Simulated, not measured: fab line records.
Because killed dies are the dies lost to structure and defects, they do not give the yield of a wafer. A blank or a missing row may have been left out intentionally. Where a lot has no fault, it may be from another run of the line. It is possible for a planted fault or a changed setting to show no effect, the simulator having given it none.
The tool behind it: which one? :: flow sky130 :: Sampling: 6 lots, 18 wafers, 2 of 708 route steps

WHAT THE GAUGES SHOWED, per wafer
SKY_PASSIVATION_THK_MEAS_03.
lot: L209
measured: day 44 08:01
on: film metro-02
PASSIVATION_CVD_02_THK (nm): 542 550 555

lot: L214
measured: day 45 22:02
on: film metro-02
PASSIVATION_CVD_02_THK (nm): 540 557 548

lot: L217
measured: day 46 11:50
on: film metro-03
PASSIVATION_CVD_02_THK (nm): 519 538 538

lot: L219
measured: day 47 00:31
on: film metro-04
PASSIVATION_CVD_02_THK (nm): 549 540 547

lot: L222
measured: day 47 17:01
on: film metro-02
PASSIVATION_CVD_02_THK (nm): 248 245 260 248 245 260

lot: L224
measured: day 48 07:39
on: film metro-04
PASSIVATION_CVD_02_THK (nm): 539 539 544

TOOL THAT RAN EACH LOT (tool first, then ch and the chambers of the sampled wafers, then the start)
lot: L209
SKY_PASSIVATION_CVD_02: pecvd-04 ch 0,2, day 44 07:48

lot: L214
SKY_PASSIVATION_CVD_02: pecvd-01 ch 1,2, day 45 21:48

lot: L217
SKY_PASSIVATION_CVD_02: pecvd-03 ch 0,1,2, day 46 11:36

lot: L219
SKY_PASSIVATION_CVD_02: pecvd-04 ch 0,1, day 47 00:11

lot: L222
SKY_PASSIVATION_CVD_02: pecvd-04 ch 0,1,2, day 47 16:47

lot: L224
SKY_PASSIVATION_CVD_02: pecvd-03 ch 0,1,2, day 48 07:25
- SKY_PASSIVATION_CVD_02: deposits Si3N4, target thk 540 nm.

THE ANSWER, worked out from the rows above alone
Rule: what is usual is taken from the lots themselves. Put in order of their means at a reading, lots are off if they are a third of the lots or fewer, leave a main group of 4 or more, and stand apart from it by a gap of 3 or more times the standard deviation of the main group's means; of several such gaps the widest counts. The tables above print the reading to a certain number of digits; a main group whose means all agree to those digits is not used. Also off: a lot with no number at a reading for which 4 or more lots have one. All remaining lots with rows at the step are treated as sound.
Off: L222, seen at SKY_PASSIVATION_THK_MEAS_03 (PASSIVATION_CVD_02_THK). The main group: mean 543 nm, standard deviation 6.4.
A tool fits if, at a process step before that reading, it ran every lot that is off, and no sound lot after the first of them. The gauges at SKY_PASSIVATION_THK_MEAS_03 are tried like those tools. 2 tools fit, pecvd-04 at SKY_PASSIVATION_CVD_02 and film metro-02 at SKY_PASSIVATION_THK_MEAS_03, so this cannot tell which one it is.

WHAT HAD BEEN PUT IN BY THE SIMULATOR
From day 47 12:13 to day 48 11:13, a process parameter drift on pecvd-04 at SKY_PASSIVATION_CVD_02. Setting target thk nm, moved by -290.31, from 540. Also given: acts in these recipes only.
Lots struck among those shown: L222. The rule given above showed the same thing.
